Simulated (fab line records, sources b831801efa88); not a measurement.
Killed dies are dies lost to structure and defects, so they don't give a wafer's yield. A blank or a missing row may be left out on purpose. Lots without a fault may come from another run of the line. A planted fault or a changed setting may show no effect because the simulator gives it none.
Which tool did it? | flow sky130 | 24 lots, 72 wafers sampled, at 3 steps of a route of 708

WHAT THE GAUGES READ, wafer by wafer
SKY_FIELD_ISO_BOW_MEAS_00. Usual: INCOMING_BOW 0 um, standard deviation 6.8.
lot  | measured    | on            | INCOMING_BOW (um) | flag
L074 | day 1 10:01 | film_metro-03 | 6 2 -3            |
L075 | day 1 15:00 | film_metro-01 | 11 3 -5           |
L076 | day 1 20:00 | film_metro-02 | -1 7 -4           |
L077 | day 2 01:01 | film_metro-02 | -6 1 10           |
L078 | day 2 06:00 | film_metro-03 | -5 -3 5           |
L079 | day 2 11:01 | film_metro-03 | 1 1 7             |
L080 | day 2 16:00 | film_metro-01 | 0 0 7             |
L081 | day 2 21:02 | film_metro-02 | 11 -1 1           |
L082 | day 3 02:00 | film_metro-03 | 7 0 3             |
L083 | day 3 07:00 | film_metro-01 | 2 -9 -12          |
L084 | day 3 12:04 | film_metro-02 | 2 1 1             |
L085 | day 3 17:02 | film_metro-03 | -4 2 6            |
L086 | day 3 22:01 | film_metro-02 | 6 9 6             |
L087 | day 4 03:02 | film_metro-01 | 0 -12 -3          |
L088 | day 4 08:01 | film_metro-01 | 5 -4 -12          |
L089 | day 4 13:01 | film_metro-03 | -9 3 17           |
L090 | day 4 18:02 | film_metro-01 | -1 3 13           |
L091 | day 4 23:00 | film_metro-03 | -4 5 0            |
L092 | day 5 04:00 | film_metro-02 | -2 7 5            |
L093 | day 5 09:00 | film_metro-02 | -7 -6 4           |
L094 | day 5 14:00 | film_metro-01 | -14 9 0           |
L095 | day 5 19:01 | film_metro-01 | -12 -10 11        |
L096 | day 6 00:01 | film_metro-01 | 0 -6 -2           |
L097 | day 6 05:00 | film_metro-02 | 1 -4 0            |

SKY_NWELL_TW_MEAS_15. Usual: NWELL_TW 1818, standard deviation 20.
lot  | measured     | on            | NWELL_TW       | flag
L074 | day 5 02:16  | film_metro-02 | 1792 1794 1797 |
L075 | day 5 12:48  | film_metro-03 | 1847 1837 1839 |
L076 | day 5 12:56  | film_metro-04 | 1798 1807 1814 |
L077 | day 5 16:28  | film_metro-03 | 1829 1848 1847 |
L078 | day 5 18:07  | film_metro-03 | 1835 1850 1842 |
L079 | day 6 01:52  | film_metro-04 | 1827 1820 1822 |
L080 | day 6 05:07  | film_metro-03 | 1841 1837 1844 |
L081 | day 6 09:22  | film_metro-04 | 1827 1817 1817 |
L082 | day 6 20:13  | film_metro-02 | 1809 1806 1802 |
L083 | day 6 20:20  | film_metro-03 | 1844 1840 1833 |
L084 | day 7 01:17  | film_metro-04 | 1828 1823 1827 |
L085 | day 7 06:11  | film_metro-03 | 1836 1840 1839 |
L086 | day 7 10:45  | film_metro-02 | 1806 1800 1802 |
L087 | day 7 18:25  | film_metro-02 | 1813 1803 1810 |
L088 | day 8 01:46  | film_metro-02 | 1794 1798 1806 |
L089 | day 8 07:13  | film_metro-04 | 1822 1817 1812 |
L090 | day 8 12:43  | film_metro-03 | 1833 1837 1837 |
L091 | day 8 17:04  | film_metro-04 | 1810 1814 1821 |
L092 | day 8 22:43  | film_metro-03 | 1822 1836 1825 |
L093 | day 9 11:43  | film_metro-03 | 1858 1857 1852 |
L094 | day 9 18:07  | film_metro-04 | 1801 1792 1802 |
L095 | day 9 23:24  | film_metro-02 | 1781 1785 1787 |
L096 | day 10 01:34 | film_metro-04 | 1792 1798 1792 |
L097 | day 10 04:30 | film_metro-02 | 1791 1792 1785 |

WHICH TOOL RAN EACH LOT (tool, then ch and the chambers of the sampled wafers, then the start)
lot  | SKY_FIELD_ISO_ETCH_17
L074 | rie_si-02 ch 0,2, day 2 09:01
L075 | rie_si-01 ch 1,2,3, day 2 18:44
L076 | rie_si-02 ch 1,2,3, day 2 19:05
L077 | rie_si-01 ch 2,3, day 2 22:30
L078 | rie_si-01 ch 0,2,3, day 3 04:25
L079 | rie_si-02 ch 0,1,3, day 3 08:44
L080 | rie_si-02 ch 0,2,3, day 3 14:02
L081 | rie_si-01 ch 0,1, day 3 20:47
L082 | rie_si-02 ch 0,2,3, day 4 01:21
L083 | rie_si-01 ch 0,2, day 4 04:58
L084 | rie_si-02 ch 0,1, day 4 11:19
L085 | rie_si-01 ch 1,2,3, day 4 13:52
L086 | rie_si-02 ch 1,3, day 4 18:25
L087 | rie_si-01 ch 2,3, day 5 00:34
L088 | rie_si-01 ch 1,2, day 5 10:05
L089 | rie_si-02 ch 0,1,3, day 5 13:29
L090 | rie_si-01 ch 0,1,3, day 5 16:54
L091 | rie_si-02 ch 0,3, day 5 22:34
L092 | rie_si-01 ch 2,3, day 6 02:54
L093 | rie_si-02 ch 1,2,3, day 6 07:01
L094 | rie_si-01 ch 1,2,3, day 6 12:54
L095 | rie_si-01 ch 0,2, day 6 18:21
L096 | rie_si-01 ch 2,3, day 6 23:40
L097 | rie_si-01 ch 1,2,3, day 7 04:56
- SKY_FIELD_ISO_ETCH_17: etches Si in HBr/Cl2/O2, target depth 342 nm, time 97.7 s.

WHAT THE TOOLS THEMSELVES READ (means of the sampled wafers that have a number; where no wafer has one, the mark that the record gives instead)
SKY_FIELD_ISO_ETCH_17. Usual: drypump_motor_current_A 5.9 A, standard deviation 0.4; oes_product_au 0.996 a.u., standard deviation 0.013; throttle_valve_pct 25.660 %, standard deviation 0.012.
lot  | tool      | drypump_motor_current_A (A) | oes_product_au (a.u.) | throttle_valve_pct (%) | flag
L074 | rie_si-02 | 6.2                         | 0.995                 | 25.661                 |
L075 | rie_si-01 | 5.7                         | 0.992                 | 25.655                 |
L076 | rie_si-02 | 5.9                         | 0.995                 | 25.670                 |
L077 | rie_si-01 | 5.6                         | 0.997                 | 25.656                 |
L078 | rie_si-01 | 5.9                         | 1.004                 | 25.657                 |
L079 | rie_si-02 | 6.0                         | 0.991                 | 25.658                 |
L080 | rie_si-02 | 6.3                         | 0.995                 | 25.655                 |
L081 | rie_si-01 | 6.1                         | 0.995                 | 25.669                 |
L082 | rie_si-02 | 6.3                         | 1.005                 | 25.657                 |
L083 | rie_si-01 | 5.8                         | 0.994                 | 25.654                 |
L084 | rie_si-02 | 5.7                         | 0.993                 | 25.662                 |
L085 | rie_si-01 | 5.7                         | 0.991                 | 25.679                 |
L086 | rie_si-02 | 5.6                         | 0.992                 | 25.656                 |
L087 | rie_si-01 | 5.7                         | 0.993                 | 25.652                 |
L088 | rie_si-01 | 5.6                         | 0.986                 | 25.662                 |
L089 | rie_si-02 | 6.0                         | 0.982                 | 25.666                 |
L090 | rie_si-01 | 5.9                         | 0.992                 | 25.661                 |
L091 | rie_si-02 | 6.4                         | 0.991                 | 25.667                 |
L092 | rie_si-01 | 5.7                         | 1.010                 | 25.653                 |
L093 | rie_si-02 | 5.9                         | 0.996                 | 25.664                 |
L094 | rie_si-01 | 5.6                         | 0.997                 | 25.662                 |
L095 | rie_si-01 | 6.1                         | 0.995                 | 25.657                 |
L096 | rie_si-01 | 5.7                         | 0.996                 | 25.666                 |
L097 | rie_si-01 | 5.6                         | 0.998                 | 25.667                 |

THE ANSWER, worked out from the rows above alone
Rule: a lot is off if the mean of its wafers that have a number lies more than 3 standard deviations from the usual mean. A lot without any number at a reading at which 4 lots or more have one is off too. The other lots that the step has rows for count as sound. The gauges are gone through in route order, then the tools' own readings, and for those a lot's mean is taken as printed above. The first step at which some lot is off is used, and at that step the reading that is off furthest; a lot without a number counts as furthest.
No lot is off at any reading shown: from this, nothing can be told.

WHAT THE SIMULATOR HAD PUT IN
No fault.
